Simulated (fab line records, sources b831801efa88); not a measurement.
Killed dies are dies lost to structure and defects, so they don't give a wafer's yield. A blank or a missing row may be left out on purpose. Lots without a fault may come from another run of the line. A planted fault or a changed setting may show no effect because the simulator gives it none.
Which tool did it? | flow sky130 | 10 lots, 30 wafers sampled, at 4 steps of a route of 708

WHAT THE GAUGES READ, wafer by wafer
SKY_RES_XHIGH_TW_MEAS_09.
lot  | measured     | on            | RES_XHIGH_TW
L479 | day 27 04:55 | film_metro-02 | 1649 1647 1649
L480 | day 27 10:48 | film_metro-01 | 1642 1650 1642
L483 | day 28 10:09 | film_metro-01 | 1647 1641 1643
L484 | day 28 18:47 | film_metro-02 | 1647 1653 1634
L487 | day 29 18:39 | film_metro-02 | 1639 1636 1639
L491 | day 31 08:24 | film_metro-01 | 1645 1647 1642
L492 | day 31 12:11 | film_metro-02 | 1653 1635 1650
L495 | day 32 13:29 | film_metro-04 | 1950 1935 1944
L496 | day 32 18:56 | film_metro-02 | 1930 1918 1936
L497 | day 32 22:15 | film_metro-01 | 1931 1932 1934

WHICH TOOL RAN EACH LOT (tool, then ch and the chambers of the sampled wafers, then the start)
lot  | SKY_POLY_CUT_ETCH_11               | SKY_RES_XHIGH_IMPLANT_07        | SKY_RES_XHIGH_STRIP_08
L479 | rie_diel-04 ch 1,2,3, day 24 17:17 | implanter-04 ch 0, day 27 04:40 | plasma_asher-03 ch 0,1, day 27 04:48
L480 | rie_diel-04 ch 3, day 24 22:04     | implanter-04 ch 0, day 27 10:34 | plasma_asher-02 ch 0,1, day 27 10:41
L483 | rie_diel-04 ch 0,1,3, day 25 22:56 | implanter-01 ch 0, day 28 09:55 | plasma_asher-03 ch 0,1, day 28 10:02
L484 | rie_diel-03 ch 0,1,3, day 26 09:02 | implanter-02 ch 0, day 28 18:32 | plasma_asher-03 ch 0,1, day 28 18:41
L487 | rie_diel-01 ch 2,3, day 27 09:20   | implanter-04 ch 0, day 29 18:24 | plasma_asher-02 ch 0,1, day 29 18:33
L491 | rie_diel-03 ch 0,1,3, day 29 00:08 | implanter-04 ch 0, day 31 08:09 | plasma_asher-02 ch 0,1, day 31 08:18
L492 | rie_diel-01 ch 1,2,3, day 29 03:35 | implanter-01 ch 0, day 31 11:56 | plasma_asher-04 ch 0,1, day 31 12:05
L495 | rie_diel-03 ch 0,2,3, day 30 05:35 | implanter-04 ch 0, day 32 13:14 | plasma_asher-02 ch 0,1, day 32 13:23
L496 | rie_diel-03 ch 1,2, day 30 10:44   | implanter-04 ch 0, day 32 18:42 | plasma_asher-02 ch 0,1, day 32 18:50
L497 | rie_diel-01 ch 0,2,3, day 30 15:41 | implanter-04 ch 0, day 32 22:00 | plasma_asher-03 ch 0,1, day 32 22:09
- SKY_POLY_CUT_ETCH_11: etches Si3N4 in CF4/CH2F2/Ar, stops on poly-Si, time 42.5 s, target depth 60 nm.
- SKY_RES_XHIGH_IMPLANT_07
- SKY_RES_XHIGH_STRIP_08: strips in O2/N2.

THE ANSWER, worked out from the rows above alone
Rule: what is usual is taken from the lots themselves. Put in order of their means at a reading, lots are off if they are a third of the lots or fewer, leave a main group of 4 or more, and stand apart from it by a gap of 3 or more times the standard deviation of the main group's means; of several such gaps the widest counts. A main group whose means are all the same, to the digits that the tables above print for the reading, isn't used. A lot without any number at a reading at which 4 lots or more have one is off too. The other lots that the step has rows for count as sound.
Off: L495, L496, L497, at SKY_RES_XHIGH_TW_MEAS_09 (RES_XHIGH_TW). The main group: mean 1644, standard deviation 2.9.
A tool fits if, at a process step before that reading, it ran every lot that is off, and no sound lot after the first of them. The gauges at SKY_RES_XHIGH_TW_MEAS_09 are tried like those tools. One fits: implanter-04 at SKY_RES_XHIGH_IMPLANT_07. Its last sound lot is L491 (day 31 08:09), its first lot that is off L495 (day 32 13:14): a fault that began between those two fits.

WHAT THE SIMULATOR HAD PUT IN
Process parameter drift: implanter-04, from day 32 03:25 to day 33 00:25, at SKY_RES_XHIGH_IMPLANT_07. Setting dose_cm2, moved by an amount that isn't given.
Lots struck among those shown: L495, L496, L497. The rule above found the same.
